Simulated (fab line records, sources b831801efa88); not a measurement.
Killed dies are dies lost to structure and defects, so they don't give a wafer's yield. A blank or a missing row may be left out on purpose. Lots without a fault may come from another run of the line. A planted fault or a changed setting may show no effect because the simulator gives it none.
A struck lot beside a sound one | flow gf180mcu | 16 steps out of a route of 602
Sound: wafers L737.4, L737.5, L737.6. Struck: wafers L749.2, L749.4, L749.5. The cause comes at the end.
At each step with rows: each side's tool, then ch and its chambers, then its first start. Under that, the readings that differ: sound wafers | struck wafers | difference of the means | sigmas: that difference in standard deviations of wafers without a fault.
alike: readings whose means differ by less than 2 such deviations, and words and numbers that are the same on both sides. not compared: withheld readings, readings that some wafer has no value for, bounds like >300 that may hide the same value, and numbers for which the record gives no deviation and whose values overlap.
The two part at a step that has a row with sigmas, a row that says differs or no value, or rows on one side only. Numbers that don't overlap but have no deviation are shown without sigmas and don't part them. A reading that every wafer of one side lacks parts them only if that side has two wafers or more.

first, 4 steps without rows for these wafers: GF_TOP_METAL_SOFTBAKE_10 (time 60 s); GF_TOP_METAL_EXPOSE_11 (exposes mask MetalTop, target cd 440 nm); GF_TOP_METAL_PEB_12; GF_TOP_METAL_DEVELOP_13 (develop time 60 s).
GF_TOP_METAL_CD_MEAS_14: target cd 440 nm.
  sound on cd_sem-01, day 30 14:11; struck on cd_sem-02, day 33 10:30
  alike: cd_nm
GF_TOP_METAL_OVL_MEAS_15:
  sound on overlay-02, day 30 14:16; struck on overlay-02, day 33 10:36
  alike: TOP_METAL_OVL
GF_TOP_METAL_METAL_ETCH_16: etches the open film in Cl2/BCl3, stops on SiO2, target depth 1197 nm, time 199.5 s.
  sound on rie_metal-01 ch 0,1, day 30 14:21; struck on rie_metal-04 ch 0,1, day 33 10:38
  alike: drypump_motor_current_A, oes_product_au, throttle_valve_pct
  not compared: rf_hours_counter_h
GF_TOP_METAL_STRIP_17: strips in O2/N2.
  sound on plasma_asher-04 ch 0,1, day 30 14:31; struck on plasma_asher-04 ch 0,1, day 33 10:50
  alike: drypump_motor_current_A, heater_power_w, oes_product_au, strip_time_to_endpoint_s
  not compared: rf_hours_counter_h
then, 2 steps without rows for these wafers: GF_TOP_METAL_STRIP_18 (strips in post etch residue remover, time 1200 s); GF_TOP_METAL_CLEAN_19 (cleans in DIW).
GF_PASSIVATION_CVD_00: deposits SiO2 from TEOS, target thk 1000 nm, time 116 s.
  sound on pecvd-04 ch 0,1,2, day 30 15:05; struck on pecvd-03 ch 1,2, day 33 11:22
  alike: heater_power_w
GF_PASSIVATION_THK_MEAS_01:
  sound on film_metro-02, day 30 15:09; struck on film_metro-04, day 33 11:27
  alike: PASSIVATION_CVD_00_THK
GF_PASSIVATION_CVD_02: deposits Si3N4, target thk 700 nm, time 486.18 s.
  sound on pecvd-02 ch 0,1,2, day 30 15:19; struck on pecvd-04 ch 0,1, day 33 11:30
  alike: heater_power_w
GF_PASSIVATION_THK_MEAS_03:
  sound on film_metro-02, day 30 15:29; struck on film_metro-02, day 33 11:47
  reading                     | sound       | struck      | difference | sigmas
  PASSIVATION_CVD_02_THK (nm) | 701 709 695 | 588 597 588 | -111       | -13
then, 2 steps without rows for these wafers: GF_PASSIVATION_DEHYDRATE_04 (time 60 s); GF_PASSIVATION_PROBE_99.

WHERE THEY PART
Only at GF_PASSIVATION_THK_MEAS_03, within this record.

WHY: what the simulator had put in
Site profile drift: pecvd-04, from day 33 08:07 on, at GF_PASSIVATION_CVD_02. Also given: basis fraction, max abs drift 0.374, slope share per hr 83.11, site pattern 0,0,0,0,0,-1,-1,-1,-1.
